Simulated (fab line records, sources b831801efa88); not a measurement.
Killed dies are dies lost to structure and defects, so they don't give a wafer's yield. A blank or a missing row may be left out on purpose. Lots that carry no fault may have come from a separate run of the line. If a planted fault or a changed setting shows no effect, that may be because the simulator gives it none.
Code-filled problem report in 8D (eight disciplines) form :: flow gf180mcu :: the parts of the form that need people (team, actions taken, sign-off) are left out

1. THE ISSUE
NWELL_TW at GF_NWELL_TW_MEAS_11 reads a mean of 1385 on 6 wafers of 2 lots; wafers without a fault read 1567 with a standard deviation of 36. Measured from the usual mean, that is -5.1 standard deviations.
First observed at day 5 21:34: wafer L628.1, on filmMetro-01. At this step, 36 wafers from 12 lots have a number in the record. The rule behind "out" and "out of limits": a value lying over 4 standard deviations away from the usual mean. All remaining wafers that have a number are taken as sound.

2. WHAT IT IS, WHAT IT ISN'T
question: which readings at this step
is: NWELL_TW
is not: -

question: which lots
is: L628, L630
is not: L617, L618, L619, L621, L624, L626, L634, L636, L637, L638

question: which wafers of those lots
is: all that have a number
is not: -

question: read on which gauges
is: filmMetro-01, filmMetro-04
is not: filmMetro-02

question: when
is: from day 5 21:34
is not: up to then (18 sound wafers); but 12 sound wafers of L634, L636, L637, L638 came after

3. THE SUSPECTS, EACH WITH WHAT RULES IT OUT
Counting: a tool stays on the suspect list if, at a process step up to the reading, it processed all lots that are out and no sound lot following the first of them.
- ruled out: the gauge at GF_NWELL_TW_MEAS_11. Those wafers that are out were read across 2 gauges (filmMetro-01, filmMetro-04).
- implanter-02 at GF_NWELL_IMPLANT_08: kept. All lots that are out passed through it, beginning with L628 at day 5 21:10, and no sound lot followed; its final sound lot before that point was L624 at day 4 21:11. Out on those wafers are its own readings of doseIonsCm2, faradayCurrentUA.
Left after counting: implanter-02 at GF_NWELL_IMPLANT_08.

4. THE CAUSE (what the simulator had put in)
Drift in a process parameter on implanter-02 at GF_NWELL_IMPLANT_08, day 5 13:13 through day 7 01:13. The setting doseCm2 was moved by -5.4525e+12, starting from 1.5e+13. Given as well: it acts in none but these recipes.
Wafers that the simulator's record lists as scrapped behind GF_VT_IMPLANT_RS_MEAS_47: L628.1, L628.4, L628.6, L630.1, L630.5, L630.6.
Counting left only this tool.

5. THE CHAIN OF EFFECTS, in route order
One row per reading whose mean, taken over the struck wafers that have a number, lies over 3 standard deviations from the usual. Only readings whose record carries a usual standard deviation are examined. hours: median over the lots of the time between each lot's start at the first step of this table that gives one and its start at this step. sigmas: the change, counted in usual standard deviations.
hours: 0
step: GF_NWELL_IMPLANT_08
reading: doseIonsCm2
usual: 1.5002e+13
on struck wafers: 9.5453e+12
change: -5.4567e+12
sigmas: -99 or more

hours: 0
step: GF_NWELL_IMPLANT_08
reading: faradayCurrentUA
usual: 84.4
on struck wafers: 53.7
change: -30.7
sigmas: -18

hours: 0
step: GF_NWELL_TW_MEAS_11
reading: NWELL_TW
usual: 1567
on struck wafers: 1385
change: -182
sigmas: -5.1

hours: 118
step: GF_VT_IMPLANT_RS_MEAS_47
reading: NWELL_RS
usual: 487.7 ohm/sq
on struck wafers: 617.2
change: +129.6
sigmas: +93
Process steps it contains:
- GF_NWELL_IMPLANT_08

6. HOW IT WOULD HAVE BEEN CAUGHT EARLIER
Counted from the fault's start at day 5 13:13, it took 8 hours until the first out-of-limits reading at a measuring or inspecting step in this record, taken at day 5 21:34.
Tool's own readings at GF_NWELL_IMPLANT_08, doseIonsCm2, faradayCurrentUA: out on all struck wafers the step has rows for; an alarm limit on them would have tripped on the first.
L630, from the lots that are out (2), started GF_NWELL_IMPLANT_08 on implanter-02 later than day 5 21:34. Holding the tool at that time would have saved it.
